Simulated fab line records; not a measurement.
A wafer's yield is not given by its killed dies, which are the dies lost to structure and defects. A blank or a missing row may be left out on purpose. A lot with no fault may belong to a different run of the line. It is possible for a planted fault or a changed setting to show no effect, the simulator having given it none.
Problem report, 8D (eight disciplines) form, completed by code -- flow sky130 -- the parts of the form that need people (team, actions taken, sign-off) are left out

## 1. WHAT WENT WRONG
Across 3 wafers from 3 lots, LOCAL_INTERCONNECT_TIN_RS at SKY_LOCAL_INTERCONNECT_RS_MEAS_01 averages 10.44 ohm/sq, while fault-free wafers read 14.26 ohm/sq with a standard deviation of 0.13. That is -29 standard deviations from the usual mean.
The step: measures by four-point-probe.
First observed at day 33 02:04: wafer L538.1, on film metro-02. At this step, 30 wafers from 11 lots have a number in the record. Rule for "out" (also "out of limits"): further than 4 standard deviations from the usual mean. The other wafers with a number count as sound.

## 2. WHAT IT IS; WHAT IT IS NOT
question,is,is not
which readings at this step,LOCAL_INTERCONNECT_TIN_RS,-
which lots,"L538, L539, L540","L529, L530, L542, L546, L547, L548, L550, L552"
which wafers of those lots,"L538.1, L539.1, L540.1","L538.6, L539.3, L540.6"
read on which gauges,film metro-02,"film metro-01, film metro-04"
when,from day 33 02:04,"up to then (7 sound wafers); but 20 sound wafers of L539, L540, L542, L546, L547, L548, L550, L552 came after"

## 3. WHAT RULES OUT EACH SUSPECT
Counting: if a tool at a process step up to the reading ran every lot that is out, it stays a suspect. Sound lots after the first of them don't rule it out here, since some wafers of a struck lot are sound.
- the gauge at SKY_LOCAL_INTERCONNECT_RS_MEAS_01 has been ruled out. All the wafers that are out were read on film metro-02, but those of them that SKY_LOCAL_INTERCONNECT_METAL_ETCH_14 has rows for are out there too, on other tools.
- pvd sputter-01 at SKY_LOCAL_INTERCONNECT_SPUTTER_00 (material TiN, target thk 100 nm, time 83.3 s): kept. Every lot that is out went through it, the first being L538 (day 33 02:00); the last sound lot it ran before that was L530 (day 29 09:14).
Remaining after the count: pvd sputter-01 at SKY_LOCAL_INTERCONNECT_SPUTTER_00.

## 4. THE CAUSE (what the simulator had put in)
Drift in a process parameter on pvd sputter-01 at SKY_LOCAL_INTERCONNECT_SPUTTER_00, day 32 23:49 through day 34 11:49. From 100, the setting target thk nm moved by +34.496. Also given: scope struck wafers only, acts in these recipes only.
After counting, this tool was the only one left.

## 5. THE CHAIN OF EFFECTS, in route order
Each row: a reading where the mean over the struck wafers with a number is more than 3 standard deviations away from the usual. Readings are gone through only where the record gives a usual standard deviation; hours: the median, over the lots, of the time from a lot's start at the first step in this table giving one to that lot's start at this step; sigmas: the change measured in usual standard deviations.
hours,step,reading,usual,on struck wafers,change,sigmas
0,SKY_LOCAL_INTERCONNECT_RS_MEAS_01,LOCAL_INTERCONNECT_TIN_RS,14.26 ohm/sq,10.44,-3.82,-29
0,SKY_LOCAL_INTERCONNECT_THK_MEAS_02,LOCAL_INTERCONNECT_TIN_THK,99.0 nm,133.0,+34.0,+37
24,SKY_LOCAL_INTERCONNECT_METAL_ETCH_14,oes product au,0.937 a.u.,0.995,+0.058,+9.2
24,SKY_LOCAL_INTERCONNECT_METAL_ETCH_14,throttle valve pct,21.904 %,21.864,-0.040,-4.2
370,SKY_PAD_OPEN_PROBE_99,killed at contacts,24,423,+399,+80
370,SKY_PAD_OPEN_PROBE_99,killed dies,86,492,+406,+46
370,SKY_PAD_OPEN_PROBE_99,killed on rim,16,96,+80,+24
Process steps it contains:
- SKY_LOCAL_INTERCONNECT_METAL_ETCH_14: etches TiN in Cl2/BCl3, stops on PSG, target depth 110 nm, time 31.4 s.
- SKY_PAD_OPEN_PROBE_99

## 6. WHAT WOULD HAVE CAUGHT IT SOONER
In this record the first reading out of limits at a measuring or inspecting step was taken at day 33 02:04, 2 hours after the fault began at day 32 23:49.
No tool reading at SKY_LOCAL_INTERCONNECT_SPUTTER_00 that has a usual standard deviation in the record was out on any struck wafer, so an alarm limit of 4 standard deviations on those readings would not have fired.
Of the lots that are out (3), L539, L540 began SKY_LOCAL_INTERCONNECT_SPUTTER_00 on pvd sputter-01 after day 33 02:04. A hold on the tool at that time would have spared those 2.
